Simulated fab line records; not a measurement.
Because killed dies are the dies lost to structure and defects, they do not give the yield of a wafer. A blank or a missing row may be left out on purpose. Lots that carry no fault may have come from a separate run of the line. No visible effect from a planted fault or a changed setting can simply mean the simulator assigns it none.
Which tool was responsible?	flow sky130	33 wafers from 11 lots sampled at 5 of the route's 708 steps

WHAT EACH GAUGE READ, for each wafer
SKY_PAD_OPEN_BOW_MEAS_13. Usual: PAD_OPEN_BOW 46 um, standard deviation 10.
lot	measured	on	PAD_OPEN_BOW (um)	flag
L588	day 45 12:19	film metro-02	45 45 42	
L589	day 46 02:11	film metro-01	105 86 94	OFF
L590	day 46 05:40	film metro-04	120 119 108	OFF
L591	day 46 14:26	film metro-02	90 93 93	OFF
L598	day 48 15:31	film metro-04	38 44 48	
L600	day 49 02:37	film metro-04	40 36 38	
L603	day 49 15:17	film metro-02	40 51 40	
L602	day 49 18:18	film metro-02	54 60 43	
L605	day 50 03:25	film metro-04	44 56 51	
L607	day 50 09:59	film metro-04	52 43 43	
L610	day 50 18:56	film metro-04	45 37 58	

WHAT TOOL EACH LOT RAN ON (gives the tool, then ch and the chambers of the sampled wafers, and finally the start)
lot	SKY_METAL4_SPUTTER_02	SKY_VIA4_STRIP_13	SKY_METAL5_METAL_ETCH_15	SKY_PAD_OPEN_ANNEAL_12
L588	pvd sputter-01, day 39 11:34	plasma asher-03 ch 0,1, day 42 13:41	rie metal-03 ch 0,1, day 43 13:48	furnace-02 ch 0, day 45 10:49
L589	pvd sputter-04, day 40 04:12	plasma asher-03 ch 0,1, day 43 04:50	rie metal-01 ch 0,1, day 44 05:03	furnace-01, day 46 00:40
L590	pvd sputter-02, day 40 07:08	plasma asher-01 ch 0,1, day 43 08:16	rie metal-03 ch 0,1, day 44 08:09	furnace-02, day 46 04:10
L591	pvd sputter-04, day 40 16:59	plasma asher-02 ch 0,1, day 43 16:43	rie metal-01 ch 0,1, day 44 16:03	furnace-01, day 46 12:55
L598	pvd sputter-04, day 43 08:07	plasma asher-03 ch 0, day 46 04:38	rie metal-03 ch 0,1, day 47 02:00	furnace-01 ch 0, day 48 14:01
L600	pvd sputter-02, day 43 19:25	plasma asher-03 ch 0,1, day 46 13:04	rie metal-03 ch 0,1, day 47 08:57	furnace-01 ch 0, day 49 01:05
L603	pvd sputter-02, day 44 08:08	plasma asher-02 ch 0,1, day 47 02:20	rie metal-03 ch 0,1, day 47 23:56	furnace-01 ch 0, day 49 13:47
L602	pvd sputter-04, day 44 09:49	plasma asher-01 ch 0,1, day 47 03:35	rie metal-01 ch 0,1, day 48 01:15	furnace-01 ch 0, day 49 16:47
L605	pvd sputter-04, day 45 02:16	plasma asher-03 ch 0,1, day 47 16:01	rie metal-02 ch 0,1, day 48 12:21	furnace-01 ch 0, day 50 01:55
L607	pvd sputter-02, day 45 09:14	plasma asher-01 ch 0,1, day 47 23:53	rie metal-03 ch 0,1, day 48 20:15	furnace-02 ch 0, day 50 08:28
L610	pvd sputter-04, day 45 22:52	plasma asher-02 ch 0,1, day 48 11:20	rie metal-01 ch 0,1, day 49 07:06	furnace-01 ch 0, day 50 17:26
- SKY_METAL4_SPUTTER_02: material AlCu, target thk 735 nm, time 38.4 s.
- SKY_VIA4_STRIP_13: strips in O2/N2.
- SKY_METAL5_METAL_ETCH_15: etches the open film in Cl2/BCl3, stops on SiO2, target depth 1260 nm, time 239.8 s.
- SKY_PAD_OPEN_ANNEAL_12

WHAT THE TOOLS THEMSELVES READ (means of the sampled wafers that have a number; where no wafer has one, the mark that the record gives instead)
SKY_METAL4_SPUTTER_02. Usual: throttle valve pct at 29.8 %, with a standard deviation of 0.88.
lot	tool	throttle valve pct (%)	flag
L588	pvd sputter-01	30.2	
L589	pvd sputter-04	29.3	
L590	pvd sputter-02	30.2	
L591	pvd sputter-04	29.3	
L598	pvd sputter-04	30.1	
L600	pvd sputter-02	30.6	
L603	pvd sputter-02	29.9	
L602	pvd sputter-04	30.0	
L605	pvd sputter-04	29.2	
L607	pvd sputter-02	29.9	
L610	pvd sputter-04	29.5	

SKY_VIA4_STRIP_13. Usual: drypump motor current A 6.03 A, standard deviation 0.29; n2 flow sccm 299.9 sccm, standard deviation 0.95; oes product au 0.709 a.u., standard deviation 0.0045; strip time to endpoint s 12.796 s, standard deviation 0.025.
lot	tool	drypump motor current A (A)	n2 flow sccm (sccm)	oes product au (a.u.)	strip time to endpoint s (s)	flag
L588	plasma asher-03	6.03	299.8	0.708	12.794	
L589	plasma asher-03	6.00	299.5	0.710	12.814	
L590	plasma asher-01	6.11	299.8	0.714	12.809	
L591	plasma asher-02	5.80	299.6	0.706	12.805	
L598	plasma asher-03	6.46	299.8	0.712	12.798	
L600	plasma asher-03	6.23	299.6	0.708	12.807	
L603	plasma asher-02	5.82	299.7	0.709	12.765	
L602	plasma asher-01	6.13	300.1	0.708	12.796	
L605	plasma asher-03	6.01	299.4	0.712	12.806	
L607	plasma asher-01	6.12	299.4	0.707	12.808	
L610	plasma asher-02	5.80	299.6	0.710	12.797	

SKY_METAL5_METAL_ETCH_15. Usual: drypump motor current A 5.7 A, standard deviation 0.48; oes product au 0.914 a.u., standard deviation 0.0085; throttle valve pct 22.264 %, standard deviation 0.0085.
lot	tool	drypump motor current A (A)	oes product au (a.u.)	throttle valve pct (%)	flag
L588	rie metal-03	5.2	0.916	22.258	
L589	rie metal-01	6.3	0.917	22.263	
L590	rie metal-03	5.4	0.924	22.261	
L591	rie metal-01	6.3	0.923	22.266	
L598	rie metal-03	5.2	0.904	22.259	
L600	rie metal-03	5.2	0.922	22.257	
L603	rie metal-03	5.4	0.921	22.252	
L602	rie metal-01	6.3	0.916	22.269	
L605	rie metal-02	5.8	0.921	22.266	
L607	rie metal-03	5.4	0.913	22.262	
L610	rie metal-01	6.3	0.924	22.264	

SKY_PAD_OPEN_ANNEAL_12. Usual: ramp down c per min 4.0000, standard deviation 0.00067; ramp up c per min 8.0000, standard deviation 0.0015; spike tc lower C 399.9 C, standard deviation 1.1; zone power top pct 10.9 %, standard deviation 0.56.
lot	tool	ramp down c per min	ramp up c per min	spike tc lower C (C)	zone power top pct (%)	flag
L588	furnace-02	3.9998	8.0004	400.5	11.6	
L589	furnace-01	-	-	-	-	OFF
L590	furnace-02	-	-	-	-	OFF
L591	furnace-01	-	-	-	-	OFF
L598	furnace-01	4.0003	8.0010	399.5	10.5	
L600	furnace-01	3.9999	7.9989	400.0	10.4	
L603	furnace-01	3.9999	7.9988	400.5	10.5	
L602	furnace-01	4.0001	7.9992	401.1	10.5	
L605	furnace-01	4.0000	7.9987	399.5	10.4	
L607	furnace-02	4.0007	7.9999	400.3	11.5	
L610	furnace-01	4.0005	7.9977	399.7	10.4	

THE ANSWER, worked out from the rows above alone
Rule: lot off if the mean of its wafers having a number is beyond 3 standard deviations from the usual mean. Also off: a lot with no number at a reading for which 4 or more lots have one. The other lots that the step has rows for count as sound. Order of review: gauges by route order, followed by the tools' own readings, for which a lot's mean as printed above is used. At the first step where some lot is off, the reading lying furthest off is the one used; lots without a number count as furthest.
Off: L589, L590, L591, at SKY_PAD_OPEN_BOW_MEAS_13 (PAD_OPEN_BOW).
If a tool, at a process step before that reading, ran all the lots that are off and no sound lot after the first of them, it fits. The gauges at SKY_PAD_OPEN_BOW_MEAS_13 aren't tried: what is off there is off at SKY_PAD_OPEN_ANNEAL_12 too, on other tools, and a gauge's error can't cause that. Of those tried, none fits.

WHAT THE SIMULATOR PUT IN
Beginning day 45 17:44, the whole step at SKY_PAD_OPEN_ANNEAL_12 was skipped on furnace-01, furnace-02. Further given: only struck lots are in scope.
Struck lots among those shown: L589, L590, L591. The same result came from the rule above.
